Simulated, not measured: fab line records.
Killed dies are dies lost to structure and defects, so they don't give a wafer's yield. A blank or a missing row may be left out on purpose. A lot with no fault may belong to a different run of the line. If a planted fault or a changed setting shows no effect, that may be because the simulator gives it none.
Comparing a struck lot with a sound one :: flow sky130 :: 18 steps out of a route of 708
Sound: these wafers, L975.3, L975.5, L975.6. Struck: wafers L996.3, L996.5. (L996.6 of the same lot was not struck and is left out.) The cause comes at the end.
Order at every step that has rows: each side's tool, ch and its chambers, its first start. Under that, the readings that differ: sound wafers :: struck wafers :: difference of the means :: sigmas: that difference in standard deviations of wafers without a fault.
alike: readings whose means differ by less than 2 such deviations, and words and numbers that are the same on both sides. not compared: withheld readings, readings that some wafer has no value for, bounds like >300 that may hide the same value, and numbers for which the record gives no deviation and whose values overlap.
Wherever a step has rows on one side only, a row that says differs or no value, or a row with sigmas, the two part there. Non-overlapping numbers with no deviation appear without sigmas and do not part them. A reading that every wafer of one side lacks parts them only if that side has two wafers or more.

first, 3 steps without rows for these wafers: SKY_VIA3_EXPOSE_09 (exposes mask VIM3, target cd 200 nm); SKY_VIA3_PEB_10; SKY_VIA3_DEVELOP_11 (develop time 60 s).
SKY_VIA3_CD_MEAS_12 targets a cd of 200 nm.
  struck on cd-sem-01, day 45 20:25; sound on cd-sem-02, day 40 00:46
  alike: cd-nm
SKY_VIA3_OVL_MEAS_13:
  struck on overlay-01, day 45 20:31; sound on overlay-01, day 40 00:51
  alike: VIA3_OVL
SKY_VIA3_ETCH_14: etches BARC in N2/H2, stops on SiO2, time 45.9 s, target depth 60 nm.
  sound on rie-diel-02 ch 1,2,3, day 40 00:52; struck on rie-diel-04 ch 0,3, day 45 20:32
  alike: chamber-pressure-mTorr, drypump-motor-current-A, oes-product-au, throttle-valve-pct
  not compared: rf-hours-counter-h
SKY_VIA3_ETCH_15: etches SiO2 in C4F8/O2/Ar, stops on TiN, target depth 507 nm, time 78 s.
  sound on rie-diel-02 ch 1,2,3, day 40 00:55; struck on rie-diel-04 ch 0,3, day 45 20:34
  alike: chamber-pressure-mTorr, oes-product-au
  not compared: rf-hours-counter-h
SKY_VIA3_STRIP_16: strips in O2/N2.
  sound on plasma-asher-03 ch 0,1, day 40 01:01; struck on plasma-asher-04 ch 1, day 45 20:40
  alike: chamber-pressure-mTorr, drypump-motor-current-A, o2-flow-sccm, oes-product-au, strip-time-to-endpoint-s
  not compared: rf-hours-counter-h
then, 3 steps without rows for these wafers: SKY_VIA3_STRIP_17 (strips in post etch residue remover, time 1200 s); SKY_VIA3_CLEAN_18 (cleans in IPA, time 180 s); SKY_VIA3_CLEAN_19 (cleans in O3/DIW).
SKY_VIA3_SPUTTER_20: material TiN, target thk 20 nm, time 80 s.
  struck on pvd-sputter-02, day 45 21:13; sound on pvd-sputter-03, day 40 01:34
  alike: throttle-valve-pct
SKY_VIA3_CVD_21: deposits W, target thk 390 nm, time 117.31 s.
  sound on cvd-w-02 ch 0,1, day 40 01:41; struck on cvd-w-02 ch 0,1, day 45 21:20
reading: model.W_of_VIA3_CVD_21.thk-nm (nm)
sound: 390.7 391.9 386.7
struck: 450.2 432.1
difference: +51.4
sigmas: 
  alike: heater-power-w
SKY_VIA3_RS_MEAS_22: the measuring method here is four-point-probe.
  struck on film-metro-04, day 45 21:27; sound on film-metro-04, day 40 01:48
reading: VIA3_W_RS (ohm/sq)
sound: 0.294 0.292 0.297
struck: 0.255 0.265
difference: -0.034
sigmas: -7
SKY_VIA3_THK_MEAS_23: measures by xrf.
  struck on film-metro-04, day 45 21:33; sound on film-metro-04, day 40 01:54
reading: VIA3_W_THK (nm)
sound: 394 397 392
struck: 453 435
difference: +50
sigmas: +6
SKY_VIA3_CMP_24: polishes, stops on SiO2, t overpolish 20 s, target thk 0 nm.
  sound on cmp-02 ch 0,1, day 40 01:59; struck on cmp-02 ch 0,2, day 45 21:46
reading: time-to-endpoint-s (s)
sound: 90 92 94
struck: 111 106
difference: +16
sigmas: +4
  alike: motor-current-A
SKY_METAL4_SPUTTER_00: material Ti, target thk 15 nm, time 10 s.
  struck on pvd-sputter-02, day 45 21:55; sound on pvd-sputter-01, day 40 02:14
  alike: throttle-valve-pct
then, 1 step without rows for these wafers: SKY_PAD_OPEN_PROBE_99.

## WHERE THEY PART
Last at SKY_VIA3_CMP_24 as far as this record goes, first at SKY_VIA3_RS_MEAS_22. Later steps at which nothing parts them and some readings are alike: SKY_METAL4_SPUTTER_00.

WHY: whatever the simulator had introduced
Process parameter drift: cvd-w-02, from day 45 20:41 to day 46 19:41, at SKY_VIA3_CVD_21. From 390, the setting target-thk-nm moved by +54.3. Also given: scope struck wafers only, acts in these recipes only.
